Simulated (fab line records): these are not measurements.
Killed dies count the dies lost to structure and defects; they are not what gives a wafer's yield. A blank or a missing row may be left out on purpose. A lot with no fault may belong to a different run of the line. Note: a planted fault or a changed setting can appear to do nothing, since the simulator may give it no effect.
Comparing a struck lot with a sound one -- flow gf180mcu -- 18 out of 602 route steps
Sound: wafers L426.1, L426.2, L426.4. Struck: wafer L444.3; the same lot's L444.4 was not struck, so it is left out; see the end for the cause.
Per side, at each step with rows, come the tool, then ch with its chambers, and then its first start. Under that, the readings that differ: sound wafers -- struck wafers -- difference of the means -- sigmas: that difference in standard deviations of wafers without a fault.
alike: same words and numbers on both sides, and readings whose means sit less than 2 such deviations apart. not compared: any withheld reading, any reading some wafer has no value for, any bound like >300 that may hide the same value, and any number with overlapping values for which the record gives no deviation.
Wherever a step has rows on one side only, a row that says differs or no value, or a row with sigmas, the two part there. When numbers do not overlap yet have no deviation, they are printed without sigmas and do not part them. A reading that every wafer of one side lacks parts them only if that side has two wafers or more.

first, 2 steps without rows for these wafers: GF_CONTACT_PEB_12 (peb time 90 s); GF_CONTACT_DEVELOP_13 (develop time 60 s).
GF_CONTACT_CD_MEAS_14: target cd 220 nm.
  sound on cd_sem-02 at day 16 02:34; struck on cd_sem-02 at day 22 17:59
  alike: cd_nm
GF_CONTACT_OVL_MEAS_15:
  sound on overlay-02 at day 16 02:41; struck on overlay-01 at day 22 18:05
  alike: CONTACT_OVL
then, 1 step without rows for these wafers: GF_CONTACT_ETCH_16 (etches BARC in N2/H2).
GF_CONTACT_ETCH_17: etches SiO2 in C4F8/O2/Ar, stops on CoSi2, target depth 860 nm.
  sound: rie_diel-03 ch 0,1,2; struck: rie_diel-03 ch 3
  alike: oes_product_au
GF_CONTACT_STRIP_18: strips in O2/N2.
  sound on plasma_asher-02 ch 0,1, day 16 02:53; struck on plasma_asher-01 ch 0, day 22 18:19
  alike: drypump_motor_current_A, heater_power_w, o2_flow_sccm, oes_product_au
  not compared: rf_hours_counter_h
then, 3 steps without rows for these wafers: GF_CONTACT_CLEAN_19 (cleans in SPM); GF_CONTACT_CLEAN_20 (cleans in DIW); GF_CONTACT_CLEAN_21 (cleans in dHF, time 20 s).
GF_CONTACT_SPUTTER_22: material Ti, target thk 15 nm, time 80.02 s.
  sound on pvd_sputter-02 at day 16 03:11; struck on pvd_sputter-01 at day 22 18:35
  alike: throttle_valve_pct
GF_CONTACT_SPUTTER_23: material TiN, target thk 10 nm, time 40 s.
  sound on pvd_sputter-02 at day 16 03:14; struck on pvd_sputter-01 at day 22 18:38
  alike: throttle_valve_pct
GF_CONTACT_CVD_24: deposits W, target thk 300 nm, time 90.339 s.
  sound on cvd_w-01 ch 0,1, day 16 03:17; struck on cvd_w-01 ch 0, day 22 18:43
reading,sound,struck,difference,sigmas
model.W_of_CONTACT_CVD_24.thk_nm (nm),300.7 300.1 300.7,418.6,+118.1,
  alike: chamber_pressure_Torr, heater_power_w
GF_CONTACT_RS_MEAS_25: measures by four-point-probe.
  sound on film_metro-02 at day 16 03:23; struck on film_metro-04 at day 22 18:49
reading,sound,struck,difference,sigmas
CONTACT_W_RS (ohm/sq),0.381 0.383 0.382,0.273,-0.109,-25
GF_CONTACT_THK_MEAS_26: measures by xrf.
  sound on film_metro-02 at day 16 03:30; struck on film_metro-04 at day 22 18:55
reading,sound,struck,difference,sigmas
CONTACT_W_THK (nm),297 297 298,411,+114,+28
GF_CONTACT_CMP_27: polishes, stops on SiO2, t overpolish 15 s, target thk 0 nm.
  sound on cmp-01 ch 0,1,3, day 16 03:37; struck on cmp-02 ch 0, day 22 19:04
reading,sound,struck,difference,sigmas
time_to_endpoint_s (s),74 74 75,102,+28,+9
  alike: motor_current_A
GF_M1_SPUTTER_00: material Ti, target thk 37.5 nm, time 150 s.
  sound on pvd_sputter-03 at day 16 03:52; struck on pvd_sputter-02 at day 22 19:16
  alike: throttle_valve_pct
GF_PASSIVATION_PROBE_99:
  the record has rows for the sound wafers here (prober-02, day 29 02:10) and none for the struck ones

WHERE THEY PART
First at GF_CONTACT_RS_MEAS_25; last, within this record, at GF_PASSIVATION_PROBE_99.

WHY: what the simulator had put in
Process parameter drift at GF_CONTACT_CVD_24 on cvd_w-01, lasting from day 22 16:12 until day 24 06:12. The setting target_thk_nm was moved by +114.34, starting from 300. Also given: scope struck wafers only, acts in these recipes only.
